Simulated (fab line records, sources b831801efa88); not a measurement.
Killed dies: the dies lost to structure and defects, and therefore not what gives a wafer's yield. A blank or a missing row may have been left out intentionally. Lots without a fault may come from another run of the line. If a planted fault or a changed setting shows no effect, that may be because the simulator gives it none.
fab line records + flow sky130
[record]
- lots = 6
- wafers = 18
- last_day = 51
route steps=708 shown LDD_N@249 LDD_P@255 PAD_OPEN@708
lots untouched by any fault: they come from a run of this same line in which no faults occurred
start_h: hours from the record's opening day to when the first of the lot's shown wafers began + wait_h: hours from the lot's prior step to this one + " the same as in the row above + L1.1+2: several wafers, shown together as one row + - no value, or no start given + * or withheld: withheld + < > ~ a bound
route shown NAME@n: NAME is a module with steps in the file, n the number in the route of the first one + usual: mean and standard deviation over wafers with no fault + same: alike in all rows + chamber/n: place in a boat + sites: per-site readings + _std_site: the values' standard deviation + _edge_site: the outer-site mean with the inner-site mean subtracted + radius_mm: for every site, how far away it sits from the centre of the wafer + mask NAME#n: copy n + behind: the last tool/chamber to shape the wafer + hold: cause of the lot's hold/its duration in hours/its outcome + device: the n, p or np transistor that did not switch + end of line: the tests these same wafers got at the end of their route + for a step that has no rows: nothing shown but its recipe + killed: not the wafer's yield, but the dies lost to structure and defects at the first sort + map: a wafer's dies, x killed, . not, _ none there
set.NAME: the setting as run; set.NAME@STEP: as run at that earlier step + model.NAME: the simulator's own value behind a step, which no gauge read
a table for each step, a row for each wafer; lots at some steps of the route
services: a tool's chamber out of use, with start hour (start_h, from the record's first day; less than 0 if before it), hours out, and reason
[[steps]]
[step SKY_LDD_N_IMPLANT_12]
[recipe]
- species = BF2
- energy_kev = 50
- dose_cm2 = 5e+12
- tilt_deg = 30
- rotation_deg = 0
[step SKY_LDD_N_IMPLANT_13]
[recipe]
- species = BF2
- energy_kev = 50
- dose_cm2 = 5e+12
- tilt_deg = 30
- rotation_deg = 90
[step SKY_LDD_N_IMPLANT_14]
[recipe]
- species = BF2
- energy_kev = 50
- dose_cm2 = 5e+12
- tilt_deg = 30
- rotation_deg = 180
[step SKY_LDD_N_IMPLANT_15]
[recipe]
- species = BF2
- energy_kev = 50
- dose_cm2 = 5e+12
- tilt_deg = 30
- rotation_deg = 270
[step SKY_LDD_N_STRIP_16]
[recipe]
- chemistry = O2/N2
- power_w = 1400
- pressure_mtorr = 1500
- platen_temp_c = withheld
- o2_flow_sccm = 3000
- n2_flow_sccm = 300
- overash_fraction = 0.5
[usual]
- drypump_motor_current_A = 6.0/0.47
- oes_product_au = 0.407/0.0047
- strip_time_to_endpoint_s = 4.315/0.015
| lot.wafer | tool            | chamber | start_h | wait_h | drypump_motor_current_A | oes_product_au | rf_hours_counter_h | strip_time_to_endpoint_s |
|-----------|-----------------|---------|---------|--------|-------------------------|----------------|--------------------|--------------------------|
| L891.2    | plasma_asher-01 | 1       | 429.63  | 0.1    | 6.5                     | 0.402          | 32                 | 4.299                    |
| L891.3    | "               | 0       | "       | "      | 6.4                     | 0.408          | -                  | 4.286                    |
| L891.6    | "               | 1       | "       | "      | 6.5                     | 0.407          | -                  | 4.317                    |
| L892.2    | plasma_asher-01 | 1       | 435.03  | 0.1    | 6.5                     | 0.414          | 33                 | 4.330                    |
| L892.3    | "               | 0       | "       | "      | 6.4                     | 0.405          | -                  | 4.307                    |
| L892.6    | "               | 1       | "       | "      | 6.5                     | 0.398          | -                  | 4.331                    |
| L900.1    | plasma_asher-04 | 0       | 493.68  | 0.1    | 5.5                     | 0.406          | 81                 | 4.307                    |
| L900.3    | "               | 1       | "       | "      | 5.6                     | 0.402          | -                  | 4.304                    |
| L900.5    | "               | 1       | "       | "      | 5.6                     | 0.403          | -                  | 4.303                    |
| L901.1    | plasma_asher-04 | 0       | 504.58  | 0.1    | 5.6                     | 0.404          | 82                 | 4.316                    |
| L901.4    | "               | 0       | "       | "      | 5.6                     | 0.407          | -                  | 4.313                    |
| L901.5    | "               | 0       | "       | "      | 5.6                     | 0.410          | -                  | 4.337                    |
| L912.3    | plasma_asher-03 | 1       | 602.16  | 0.1    | 6.4                     | 0.402          | -                  | 4.304                    |
| L912.4    | "               | 0       | "       | "      | 5.4                     | 0.404          | -                  | 4.276                    |
| L912.6    | "               | 0       | "       | "      | 5.3                     | 0.398          | -                  | 4.320                    |
| L913.1    | plasma_asher-03 | 0       | 609.23  | 0.1    | 5.3                     | 0.405          | 76                 | 4.345                    |
| L913.2    | "               | 1       | "       | "      | 6.4                     | 0.404          | 76                 | 4.332                    |
| L913.3    | "               | 1       | "       | "      | 6.4                     | 0.400          | -                  | 4.338                    |
[step SKY_LDD_N_TW_MEAS_17]
[usual]
- LDD_N_TW = 2583/27
| lot.wafer | tool          | chamber | start_h | wait_h | LDD_N_TW |
|-----------|---------------|---------|---------|--------|----------|
| L891.2    | film_metro-03 | -       | 429.74  | 0.1    | 2597     |
| L891.3    | "             | -       | "       | "      | 2594     |
| L891.6    | "             | -       | "       | "      | 2600     |
| L892.2    | film_metro-03 | -       | 435.14  | 0.1    | 2587     |
| L892.3    | "             | -       | "       | "      | 2602     |
| L892.6    | "             | -       | "       | "      | 2599     |
| L900.1    | film_metro-02 | -       | 493.78  | 0.1    | 2609     |
| L900.3    | "             | -       | "       | "      | 2608     |
| L900.5    | "             | -       | "       | "      | 2599     |
| L901.1    | film_metro-03 | -       | 504.68  | 0.1    | 2598     |
| L901.4    | "             | -       | "       | "      | 2605     |
| L901.5    | "             | -       | "       | "      | 2595     |
| L912.3    | film_metro-02 | -       | 602.24  | 0.1    | 2614     |
| L912.4    | "             | -       | "       | "      | 2628     |
| L912.6    | "             | -       | "       | "      | 2612     |
| L913.1    | film_metro-01 | -       | 609.33  | 0.1    | 2551     |
| L913.2    | "             | -       | "       | "      | 2547     |
| L913.3    | "             | -       | "       | "      | 2557     |
[step SKY_LDD_P_DEHYDRATE_00]
[recipe]
- temp_c = 200
- time_s = 60
[step SKY_LDD_P_HMDS_01]
[recipe]
- prime_time_s = 60
- prime_temp_c = 120
[step SKY_LDD_P_COAT_02]
[recipe]
- resist = NOVOLAK
- spin_rpm = 3000
- resist_thk_nm = 1140
[step SKY_LDD_P_SOFTBAKE_03]
[recipe]
- temp_c = 90
- time_s = 60
- resist = NOVOLAK
[step SKY_LDD_P_EXPOSE_04]
[recipe]
- mask_id = PSDM
- na = 0.6
- source_shape = conventional
- sigma_outer = 0.6
- polarization = unpolarized
- target_cd_nm = 380
- dose_mj = 138
[step SKY_LDD_P_PEB_05]
[recipe]
- temp_c = withheld
- time_s = *
- resist = NOVOLAK
[step SKY_LDD_P_DEVELOP_06]
[recipe]
- resist = NOVOLAK
- developer = TMAH
- develop_time_s = 60
- dev_temp_c = 23
| lot.wafer  | tool           | chamber | start_h | wait_h |
|------------|----------------|---------|---------|--------|
| L891.2+3+6 | litho_track-02 | 0       | 460.77  | 0.1    |
| L892.2+3+6 | litho_track-03 | 0       | 466.60  | 0.1    |
| L900.1+3+5 | litho_track-03 | 0       | 524.27  | 0.1    |
| L901.1+4+5 | litho_track-03 | 0       | 534.57  | 0.1    |
| L912.3+4+6 | litho_track-03 | 0       | 632.12  | 0.1    |
| L913.1+2+3 | litho_track-01 | 0       | 638.64  | 0.1    |
[step SKY_LDD_P_CD_MEAS_07]
[recipe]
- target_cd_nm = 380
[usual]
- cd_nm = 380.2/2.5
| lot.wafer | tool      | chamber | start_h | wait_h | cd_nm |
|-----------|-----------|---------|---------|--------|-------|
| L891.2    | cd_sem-01 | -       | 460.92  | 0.1    | 378.7 |
| L891.3    | "         | -       | "       | "      | 379.9 |
| L891.6    | "         | -       | "       | "      | 377.0 |
| L892.2    | cd_sem-02 | -       | 466.74  | 0.1    | 379.9 |
| L892.3    | "         | -       | "       | "      | 378.3 |
| L892.6    | "         | -       | "       | "      | 381.6 |
| L900.1    | cd_sem-02 | -       | 524.42  | 0.1    | 396.4 |
| L900.3    | "         | -       | "       | "      | 395.7 |
| L900.5    | "         | -       | "       | "      | 395.9 |
| L901.1    | cd_sem-02 | -       | 534.72  | 0.1    | 397.1 |
| L901.4    | "         | -       | "       | "      | 398.8 |
| L901.5    | "         | -       | "       | "      | 398.5 |
| L912.3    | cd_sem-02 | -       | 632.26  | 0.1    | 378.9 |
| L912.4    | "         | -       | "       | "      | 380.9 |
| L912.6    | "         | -       | "       | "      | 378.5 |
| L913.1    | cd_sem-01 | -       | 638.79  | 0.1    | 379.2 |
| L913.2    | "         | -       | "       | "      | 379.1 |
| L913.3    | "         | -       | "       | "      | 378.5 |
[step SKY_LDD_P_OVL_MEAS_08]
[usual]
- LDD_P_OVL = -0.8/2.1
| lot.wafer | tool       | chamber | start_h | wait_h | LDD_P_OVL[nm] |
|-----------|------------|---------|---------|--------|---------------|
| L891.2    | overlay-01 | -       | 461.02  | 0.1    | 1.6           |
| L891.3    | "          | -       | "       | "      | 0.6           |
| L891.6    | "          | -       | "       | "      | 3.8           |
| L892.2    | overlay-01 | -       | 466.85  | 0.1    | -3.9          |
| L892.3    | "          | -       | "       | "      | -2.2          |
| L892.6    | "          | -       | "       | "      | -4.5          |
| L900.1    | overlay-01 | -       | 524.54  | 0.1    | -2.1          |
| L900.3    | "          | -       | "       | "      | -2.9          |
| L900.5    | "          | -       | "       | "      | -3.3          |
| L901.1    | overlay-02 | -       | 534.84  | 0.1    | -1.6          |
| L901.4    | "          | -       | "       | "      | -0.6          |
| L901.5    | "          | -       | "       | "      | -1.4          |
| L912.3    | overlay-02 | -       | 632.35  | 0.1    | -1.8          |
| L912.4    | "          | -       | "       | "      | -3.5          |
| L912.6    | "          | -       | "       | "      | -2.7          |
| L913.1    | overlay-02 | -       | 638.91  | 0.1    | -0.7          |
| L913.2    | "          | -       | "       | "      | 1.5           |
| L913.3    | "          | -       | "       | "      | 2.3           |
[step SKY_PAD_OPEN_PROBE_99]
[usual]
- killed_at_M0_to_M3 = 43/6.6
- killed_at_M4_up = 3.1/1.9
- killed_at_contacts = 24/5.2
- killed_at_front_end = 16/4.5
- killed_at_other = 0.4/0.62
- killed_dies = 87/9
- killed_open = 48/7
- killed_short = 39/6.2
[same]
- gross_dies = 492
- killed_at_back_side = 0
| lot.wafer | tool      | chamber | start_h | wait_h | killed_at_M0_to_M3 | killed_at_M4_up | killed_at_contacts | killed_at_front_end | killed_at_other | killed_dies | killed_open | killed_short |
|-----------|-----------|---------|---------|--------|--------------------|-----------------|--------------------|---------------------|-----------------|-------------|-------------|--------------|
| L892.2    | prober-01 | -       | 1104.84 | 0.1    | 46                 | 1               | 20                 | 20                  | 0               | 87          | 53          | 33           |
| L892.3    | prober-01 | -       | 1104.89 | 0.2    | 32                 | 5               | 27                 | 15                  | 1               | 80          | 48          | 32           |
| L892.6    | prober-01 | -       | 1105.04 | 0.2    | 52                 | 2               | 20                 | 6                   | 0               | 80          | 47          | 33           |
// killed by level:class
L892.2 VIA1:geometric_particle:open=12 CONTACT:geometric_particle:open=11 VIA3:geometric_particle:open=9 FIELD_ISO:geometric_particle:short=6 VIA1:geometric_particle:short=6 FIELD_ISO:geometric_particle:open=5 LI_CONTACT:geometric_particle:open=5 METAL3:geometric_particle:short=5
L892.3 CONTACT:geometric_particle:open=11 METAL1:geometric_particle:short=8 LI_CONTACT:geometric_particle:open=7 VIA1:geometric_particle:open=7 VIA3:geometric_particle:open=6 FIELD_ISO:geometric_particle:short=5 FIELD_ISO:geometric_particle:open=4 SPACER:geometric_particle:open=3
L892.6 VIA1:geometric_particle:open=16 VIA3:geometric_particle:open=11 METAL2:geometric_particle:short=6 CONTACT:geometric_particle:short=6 CONTACT:geometric_particle:open=6 VIA1:geometric_particle:short=5 LI_CONTACT:geometric_particle:open=4 VIA3:geometric_particle:short=4
[[services]]
| tool            | chamber | start_h | hours | kind                      |
|-----------------|---------|---------|-------|---------------------------|
| plasma_asher-03 | -       | 406.62  | 11.4  | repair                    |
| plasma_asher-01 | -       | 499.69  | 2.2   | repair                    |
| plasma_asher-04 | -       | 508.81  | 2.3   | repair                    |
| litho_track-01  | -       | 535.11  | -     | consumable_replace:filter |
| plasma_asher-01 | -       | 568.57  | 0.5   | repair                    |
| plasma_asher-04 | -       | 585.79  | 2.8   | pm                        |
[[key]]
[first_sign]
- step = SKY_LDD_P_CD_MEAS_07
- reading = cd_nm
- direction = up
- sigmas = 6.8
- usual = 380.2
- struck = 397.1
effect none on later readings
met_at SKY_LDD_P_DEVELOP_06
struck_wafers L900.1,L900.3,L900.5,L901.1,L901.4,L901.5
tester_left_out L900,L901
onset_between 466.60 524.27
also_fits SKY_LDD_N_STRIP_16:plasma_asher-04
[fault]
- kind = process_parameter_drift
- tool = litho_track-03
- chamber = -
- onset_h = 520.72
- steps = SKY_LDD_P_DEVELOP_06
- channel = develop_time_s
- offset = *
- shape = step
- end_h = 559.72
- acts_in = *
- stated = *
// tester_left_out: of these lots the tester's yield and bins aren't shown, on N5 and GAA mostly nor the transistor test; their killed dies are dies lost to structure and defects alone, not to doping, threshold or leakage, so they don't give the yield
